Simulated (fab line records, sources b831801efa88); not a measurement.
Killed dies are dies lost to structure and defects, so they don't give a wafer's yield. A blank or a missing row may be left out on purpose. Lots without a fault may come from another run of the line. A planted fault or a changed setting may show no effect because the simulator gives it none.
One fault seen from 2 desks | flow sky130 | each desk has only its own numbers; what lay behind them comes last

THE METROLOGY DESK
What the gauges read, lot by lot, whatever tool the lot ran on: means of the sampled wafers that have a number. A lot is out of limits, marked OUT, if its mean lies more than 4 standard deviations from the usual mean; the brackets give that distance.
Columns: A = VIA4_W_RS at SKY_VIA4_RS_MEAS_19, usual 0.233 ohm/sq
lot  | first seen here | A
L358 | day 42 17:00    | 0.234
L359 | day 42 21:28    | 0.233
L361 | day 43 18:49    | 0.238
L363 | day 44 04:56    | 0.233
L366 | day 46 07:53    | 0.233
L364 | day 46 09:13    | 0.228
L367 | day 46 14:37    | 0.233
L374 | day 47 02:11    | 0.230
L376 | day 47 03:59    | 0.230
L379 | day 47 20:56    | 0.232
L380 | day 49 01:32    | 0.237
L381 | day 49 02:38    | 0.235
This desk's finding: nothing out of limits on any of the 12 lots.

THE TOOL OWNER'S DESK: pvd_sputter-04
The tool's own readings at SKY_METAL2_SPUTTER_01 (material TiN, target thk 20 nm, time 16.7 s): means of the sampled wafers that have a number, for each lot that ran on this tool. A lot is out of limits, marked OUT, if its mean lies more than 4 standard deviations from the usual mean; the brackets give that distance.
Columns: A = cathode_dc_power_W at SKY_METAL2_SPUTTER_01, usual 6500.2 W; B = throttle_valve_pct at SKY_METAL2_SPUTTER_01, usual 30.1 %
lot  | first seen here | A      | B
L359 | day 34 00:29    | 6500.2 | 30.5
L361 | day 35 01:03    | 6500.7 | 30.8
L363 | day 35 15:53    | 6500.6 | 30.3
L366 | day 38 05:05    | 6499.9 | 30.5
L364 | day 38 05:53    | 6501.3 | 30.8
L374 | day 39 01:49    | 6500.7 | 29.9
L376 | day 39 06:43    | 6500.7 | 30.0
This desk's finding: nothing out of limits on any of the 7 lots.

PUT TOGETHER
The metrology desk saw nothing out of limits.
The tool owner's desk saw nothing out of limits.

WHAT THE SIMULATOR HAD PUT IN
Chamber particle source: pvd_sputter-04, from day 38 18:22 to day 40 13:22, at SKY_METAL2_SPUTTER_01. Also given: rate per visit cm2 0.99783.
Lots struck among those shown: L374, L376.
